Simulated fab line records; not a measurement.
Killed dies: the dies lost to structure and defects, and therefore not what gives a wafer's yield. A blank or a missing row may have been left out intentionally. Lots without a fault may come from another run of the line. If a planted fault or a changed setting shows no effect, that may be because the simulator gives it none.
Chamber matching / flow gf180mcu / 4 sister chambers for GF_V5_CMP_26 on cmp-02
The step polishes, stops on SiO2, t overpolish 15 s, target thk 0 nm. 4 wafers are shown with their chamber, then 12 later ones without.

## EACH WAFER AND ITS CHAMBER
wafer=L091.3; chamber=2; motor current A (A)=9.7
wafer=L091.6; chamber=0; motor current A (A)=8.2
wafer=L091.4; chamber=3; motor current A (A)=12.4
wafer=L091.5; chamber=1; motor current A (A)=14.0

## WAFERS MISSING THEIR CHAMBER
wafer=L092.3; motor current A (A)=13.9
wafer=L092.5; motor current A (A)=12.6
wafer=L092.6; motor current A (A)=8.6
wafer=L093.1; motor current A (A)=9.5
wafer=L093.2; motor current A (A)=12.2
wafer=L093.6; motor current A (A)=12.5
wafer=L094.2; motor current A (A)=9.0
wafer=L094.4; motor current A (A)=14.0
wafer=L094.6; motor current A (A)=12.3
wafer=L096.2; motor current A (A)=8.2
wafer=L096.4; motor current A (A)=11.8
wafer=L096.5; motor current A (A)=12.9

## WHICH CHAMBER EACH WENT THROUGH
wafer=L092.3; from the rows above=1; in truth=1
wafer=L092.5; from the rows above=3; in truth=3
wafer=L092.6; from the rows above=0; in truth=0
wafer=L093.1; from the rows above=2; in truth=2
wafer=L093.2; from the rows above=3; in truth=3
wafer=L093.6; from the rows above=3; in truth=3
wafer=L094.2; from the rows above=can't be placed: 2 or 0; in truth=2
wafer=L094.4; from the rows above=1; in truth=1
wafer=L094.6; from the rows above=3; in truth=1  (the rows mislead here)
wafer=L096.2; from the rows above=0; in truth=0
wafer=L096.4; from the rows above=3; in truth=3
wafer=L096.5; from the rows above=can't be placed: 3 or 1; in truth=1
Correctly placed: 9 of 12. Not placeable from these rows: 2 (in 2, the candidates include the true chamber). 1 placed wrongly.
How it was worked out, from the rows above alone: a wafer's distance from a chamber is the root of the sum, over the readings, of the square of ((its reading less the chamber's mean) divided by the reading's scatter). The wafer belongs to the nearest chamber; if the next one is less than 2 further off, it can't be placed. Each chamber's mean is taken over the wafers shown for it. The scatter: with one shown wafer a chamber, the root of the mean of the squares of how far each hidden wafer lies from its nearest shown one.
